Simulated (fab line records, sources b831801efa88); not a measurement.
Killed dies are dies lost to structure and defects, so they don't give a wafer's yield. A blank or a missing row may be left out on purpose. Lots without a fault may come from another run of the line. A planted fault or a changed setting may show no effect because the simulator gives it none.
fab line records | flow sky130
record lots=13 wafers=39 last_day=50
route steps=708 shown VT_ADJUST_HVTP@93 LDD_LDN@299
lots that met no fault: from a run of the same line without faults
start_h: hours from the record's first day to the start of the lot's first wafer shown | wait_h: hours since the lot's step before | " the same as in the row above | L1.1+2: a row that stands for several wafers | - no value, or no start given | * or withheld: withheld | < > ~ a bound
route shown NAME@n: a module of which the file shows steps, and the number in the route of the first | usual: mean/standard deviation of fault-free wafers | same: alike in all rows | chamber/n: place in a boat | sites: the reading at each site | _std_site: their standard deviation | _edge_site: outer sites' mean less inner sites' | radius_mm: how far each site lies from the wafer's centre | mask NAME#n: copy n | behind: the tool/chamber that last shaped the wafer | hold: why the lot was held/for how many hours/how that ended | device: the transistor (n, p or np) that didn't switch | end of line: the same wafers' tests at the end of the route | a step without rows: its recipe alone | killed: dies lost to structure and defects at the first sort, not the wafer's yield | map: a wafer's dies, x killed, . not, _ none there
set.NAME: the setting as run; set.NAME@STEP: as run at that earlier step | model.NAME: the simulator's own value behind a step, which no gauge read
steps of the route over a sample of lots; a table a step, a row a wafer
services: from which hour (start_h, from the record's first day; less than 0 if before it) a tool's chamber was out of use, for how many hours, and why
## steps
# step SKY_VT_ADJUST_HVTP_OVL_MEAS_08
# usual VT_ADJUST_HVTP_OVL=-0.5/1.3
# columns lot.wafer tool chamber start_h wait_h VT_ADJUST_HVTP_OVL[nm]
L890.2 overlay-01 - 125.91 0.1 -1.8
L890.3 " - " " -2.2
L890.4 " - " " -1.6
L892.1 overlay-01 - 137.60 0.1 -0.5
L892.2 " - " " 0.8
L892.4 " - " " 0.2
L894.2 overlay-02 - 151.96 0.1 0.2
L894.3 " - " " 1.4
L894.6 " - " " 0.7
L896.2 overlay-01 - 164.36 0.1 -1.2
L896.4 " - " " -0.4
L896.6 " - " " -1.3
L898.1 overlay-02 - 174.70 0.1 -2.0
L898.3 " - " " -2.0
L898.4 " - " " -3.3
L899.1 overlay-02 - 183.90 0.1 -0.3
L899.2 " - " " 0.6
L899.5 " - " " -1.0
L900.1 overlay-02 - 185.45 0.1 -1.9
L900.3 " - " " 0.5
L900.6 " - " " 0.6
L901.3 overlay-01 - 194.65 0.1 -0.3
L901.5 " - " " -0.4
L901.6 " - " " 0.1
L903.3 overlay-01 - 202.81 0.1 -1.3
L903.5 " - " " -0.4
L903.6 " - " " -0.9
L907.2 overlay-01 - 230.38 0.1 0.7
L907.3 " - " " 0.2
L907.6 " - " " 0.9
L909.2 overlay-01 - 245.46 0.1 -0.3
L909.4 " - " " 0.6
L909.5 " - " " -0.7
L910.2 overlay-02 - 253.86 0.1 -1.6
L910.5 " - " " -2.3
L910.6 " - " " -1.1
L913.1 overlay-02 - 270.53 0.1 -1.5
L913.4 " - " " -0.3
L913.6 " - " " -1.1
# step SKY_VT_ADJUST_HVTP_TW_MEAS_11
# usual VT_ADJUST_HVTP_TW=1352/8.8
# columns lot.wafer tool chamber start_h wait_h VT_ADJUST_HVTP_TW
L890.2 film_metro-02 - 126.20 0.1 1341
L890.3 " - " " 1344
L890.4 " - " " 1340
L892.1 film_metro-01 - 137.89 0.1 1343
L892.2 " - " " 1347
L892.4 " - " " 1346
L894.2 film_metro-01 - 152.25 0.1 1347
L894.3 " - " " 1358
L894.6 " - " " 1358
L896.2 film_metro-01 - 164.65 0.1 1358
L896.4 " - " " 1349
L896.6 " - " " 1356
L898.1 film_metro-03 - 174.99 0.1 1356
L898.3 " - " " 1362
L898.4 " - " " 1359
L899.1 film_metro-02 - 184.19 0.1 1340
L899.2 " - " " 1349
L899.5 " - " " 1344
L900.1 film_metro-03 - 185.74 0.1 1359
L900.3 " - " " 1366
L900.6 " - " " 1360
L901.3 film_metro-03 - 194.95 0.1 1358
L901.5 " - " " 1353
L901.6 " - " " 1349
L903.3 film_metro-02 - 203.11 0.1 1348
L903.5 " - " " 1351
L903.6 " - " " 1345
L907.2 film_metro-01 - 230.67 0.1 1362
L907.3 " - " " 1358
L907.6 " - " " 1356
L909.2 film_metro-03 - 245.75 0.1 1352
L909.4 " - " " 1360
L909.5 " - " " 1350
L910.2 film_metro-03 - 254.15 0.1 1361
L910.5 " - " " 1361
L910.6 " - " " 1358
L913.1 film_metro-03 - 270.81 0.1 1358
L913.4 " - " " 1360
L913.6 " - " " 1356
# step SKY_LDD_LDN_IMPLANT_10
# recipe species=As energy_kev=15 dose_cm2=1.25e+13 tilt_deg=withheld rotation_deg=203
# usual dose_ions_cm2=1.25e+13/1.5e+10 faraday_current_uA=70.4/1.4
# columns lot.wafer tool chamber start_h wait_h dose_ions_cm2 faraday_current_uA
L890.2 implanter-01 0 536.09 0.1 1.2524e+13 71.4
L890.3 " 0 " " 1.2495e+13 69.0
L890.4 " 0 " " 1.2494e+13 70.4
L892.1 implanter-01 0 550.04 0.1 1.2504e+13 69.2
L892.2 " 0 " " 1.2515e+13 69.8
L892.4 " 0 " " 1.2512e+13 70.7
L894.2 implanter-01 0 578.17 0.1 1.2471e+13 69.5
L894.3 " 0 " " 1.2464e+13 73.1
L894.6 " 0 " " 1.2483e+13 67.9
L896.2 implanter-01 0 591.62 0.1 1.2509e+13 69.7
L896.4 " 0 " " 1.251e+13 70.8
L896.6 " 0 " " 1.2488e+13 70.6
L898.1 implanter-02 0 605.45 0.1 1.2514e+13 72.4
L898.3 " 0 " " 1.2542e+13 68.4
L898.4 " 0 " " 1.2513e+13 72.8
L899.1 implanter-01 0 614.14 0.1 1.2506e+13 70.3
L899.2 " 0 " " 1.251e+13 70.5
L899.5 " 0 " " 1.2498e+13 71.6
L900.1 implanter-01 0 615.84 0.1 1.2502e+13 68.9
L900.3 " 0 " " 1.2504e+13 70.5
L900.6 " 0 " " 1.2508e+13 72.9
L901.3 implanter-01 0 633.24 0.1 1.2501e+13 71.2
L901.5 " 0 " " 1.2502e+13 68.4
L901.6 " 0 " " 1.2504e+13 73.0
L903.3 implanter-02 0 644.11 0.1 1.249e+13 70.9
L903.5 " 0 " " 1.2508e+13 71.0
L903.6 " 0 " " 1.252e+13 71.0
L907.2 implanter-02 0 671.84 0.1 1.2511e+13 71.8
L907.3 " 0 " " 1.2514e+13 70.2
L907.6 " 0 " " 1.2509e+13 71.5
L909.2 implanter-02 0 685.87 0.1 6.344e+12 35.5
L909.4 " 0 " " 6.333e+12 36.2
L909.5 " 0 " " 6.331e+12 35.7
L910.2 implanter-02 0 702.64 0.1 6.315e+12 35.9
L910.5 " 0 " " 6.329e+12 34.3
L910.6 " 0 " " 6.301e+12 35.8
L913.1 implanter-01 0 712.00 0.1 1.2482e+13 70.3
L913.4 " 0 " " 1.2485e+13 68.4
L913.6 " 0 " " 1.2494e+13 69.9
# step SKY_LDD_LDN_STRIP_12
# recipe chemistry=O2/N2 power_w=1400 pressure_mtorr=1500 platen_temp_c=withheld o2_flow_sccm=3000 n2_flow_sccm=300 overash_fraction=0.5
# usual drypump_motor_current_A=5.5/0.43 oes_product_au=0.715/0.0047 strip_time_to_endpoint_s=14.17/0.044
# columns lot.wafer tool chamber start_h wait_h drypump_motor_current_A oes_product_au rf_hours_counter_h strip_time_to_endpoint_s
L890.2 plasma_asher-02 1 536.37 0.1 5.4 0.720 81 14.17
L890.3 " 1 " " 5.4 0.716 - 14.21
L890.4 " 0 " " 5.7 0.718 - 14.18
L892.1 plasma_asher-04 0 550.34 0.1 5.2 0.717 65 14.23
L892.2 " 1 " " 5.2 0.710 65 14.22
L892.4 " 1 " " 5.2 0.713 - 14.19
L894.2 plasma_asher-02 1 578.44 0.1 5.4 0.719 86 14.22
L894.3 " 0 " " 5.7 0.712 - 14.21
L894.6 " 1 " " 5.4 0.717 - 14.18
L896.2 plasma_asher-04 1 591.89 0.1 5.2 0.717 69 14.10
L896.4 " 0 " " 5.2 0.718 - 14.09
L896.6 " 1 " " 5.2 0.718 - 14.13
L898.1 plasma_asher-04 1 605.75 0.1 5.2 0.707 71 14.25
L898.3 " 1 " " 5.2 0.718 - 14.24
L898.4 " 0 " " 5.3 0.716 - 14.28
L899.1 plasma_asher-02 1 614.44 0.1 5.4 0.723 89 14.15
L899.2 " 0 " " 5.7 0.716 89 14.16
L899.5 " 1 " " 5.4 0.713 - 14.14
L900.1 plasma_asher-02 1 616.14 0.1 5.4 0.719 89 14.16
L900.3 " 0 " " 5.7 0.717 - 14.14
L900.6 " 0 " " 5.7 0.711 - 14.12
L901.3 plasma_asher-04 0 633.52 0.1 5.2 0.719 - 14.19
L901.5 " 0 " " 5.2 0.713 - 14.28
L901.6 " 1 " " 5.2 0.713 - 14.24
L903.3 plasma_asher-04 1 644.40 0.1 5.1 0.711 - 14.18
L903.5 " 0 " " 5.2 0.716 - 14.18
L903.6 " 1 " " 5.2 0.711 - 14.18
L907.2 plasma_asher-03 0 672.12 0.1 5.9 0.718 58 14.14
L907.3 " 1 " " 6.7 0.713 - 14.11
L907.6 " 0 " " 5.9 0.715 - 14.11
L909.2 plasma_asher-04 0 686.14 0.1 5.2 0.712 79 14.09
L909.4 " 1 " " 5.2 0.716 - 14.13
L909.5 " 0 " " 5.2 0.716 - 14.15
L910.2 plasma_asher-04 1 702.92 0.1 5.2 0.715 81 14.22
L910.5 " 1 " " 5.2 0.712 - 14.26
L910.6 " 0 " " 5.2 0.715 - 14.18
L913.1 plasma_asher-04 0 712.30 0.1 5.2 0.708 82 14.16
L913.4 " 1 " " 5.2 0.718 - 14.15
L913.6 " 1 " " 5.2 0.714 - 14.17
# step SKY_LDD_LDN_TW_MEAS_13
# usual LDD_LDN_TW=1488/8.6
# columns lot.wafer tool chamber start_h wait_h LDD_LDN_TW
L890.2 film_metro-03 - 536.48 0.1 1483
L890.3 " - " " 1486
L890.4 " - " " 1486
L892.1 film_metro-03 - 550.44 0.1 1488
L892.2 " - " " 1481
L892.4 " - " " 1477
L894.2 film_metro-03 - 578.55 0.1 1482
L894.3 " - " " 1484
L894.6 " - " " 1479
L896.2 film_metro-03 - 592.00 0.1 1485
L896.4 " - " " 1490
L896.6 " - " " 1479
L898.1 film_metro-04 - 605.85 0.1 1509
L898.3 " - " " 1501
L898.4 " - " " 1504
L899.1 film_metro-04 - 614.54 0.1 1505
L899.2 " - " " 1506
L899.5 " - " " 1497
L900.1 film_metro-04 - 616.24 0.1 1499
L900.3 " - " " 1503
L900.6 " - " " 1496
L901.3 film_metro-03 - 633.61 0.1 1481
L901.5 " - " " 1485
L901.6 " - " " 1488
L903.3 film_metro-03 - 644.48 0.1 1484
L903.5 " - " " 1485
L903.6 " - " " 1488
L907.2 film_metro-04 - 672.23 0.1 1486
L907.3 " - " " 1494
L907.6 " - " " 1487
L909.2 film_metro-03 - 686.25 0.1 1421
L909.4 " - " " 1419
L909.5 " - " " 1428
L910.2 film_metro-04 - 703.03 0.1 1432
L910.5 " - " " 1434
L910.6 " - " " 1438
L913.1 film_metro-03 - 712.40 0.1 1474
L913.4 " - " " 1483
L913.6 " - " " 1486
## services
# columns tool chamber start_h hours kind
implanter-02 - 516.84 3.1 repair
implanter-02 - 570.84 4.1 pm
plasma_asher-04 - 640.21 1.2 repair
plasma_asher-04 - 641.40 2.8 pm
implanter-01 - 654.81 5.5 pm
implanter-02 - 687.14 1.8 repair
implanter-02 - 708.69 38.7 repair
## key
first_sign step=SKY_LDD_LDN_IMPLANT_10 reading=dose_ions_cm2 direction=down sigmas=99+ usual=* struck=*
effect step=SKY_LDD_LDN_IMPLANT_10 reading=faraday_current_uA direction=down sigmas=26 usual=70.4 struck=35.6
effect step=SKY_LDD_LDN_TW_MEAS_13 reading=LDD_LDN_TW direction=down sigmas=6.9 usual=1488 struck=1429
met_at SKY_LDD_LDN_IMPLANT_10
struck_lots L909,L910
tester_left_out L909,L910
not_acting_at SKY_VT_ADJUST_HVTP_OVL_MEAS_08,SKY_VT_ADJUST_HVTP_TW_MEAS_11,SKY_LDD_LDN_STRIP_12
onset_between 671.84 685.87
fault kind=process_parameter_drift tool=implanter-02 chamber=- onset_h=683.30 steps=SKY_LDD_LDN_IMPLANT_10 channel=dose_cm2 offset=* shape=step end_h=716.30 acts_in=* stated=*
# tester_left_out: of these lots the tester's yield and bins aren't shown, on N5 and GAA mostly nor the transistor test; their killed dies are dies lost to structure and defects alone, not to doping, threshold or leakage, so they don't give the yield
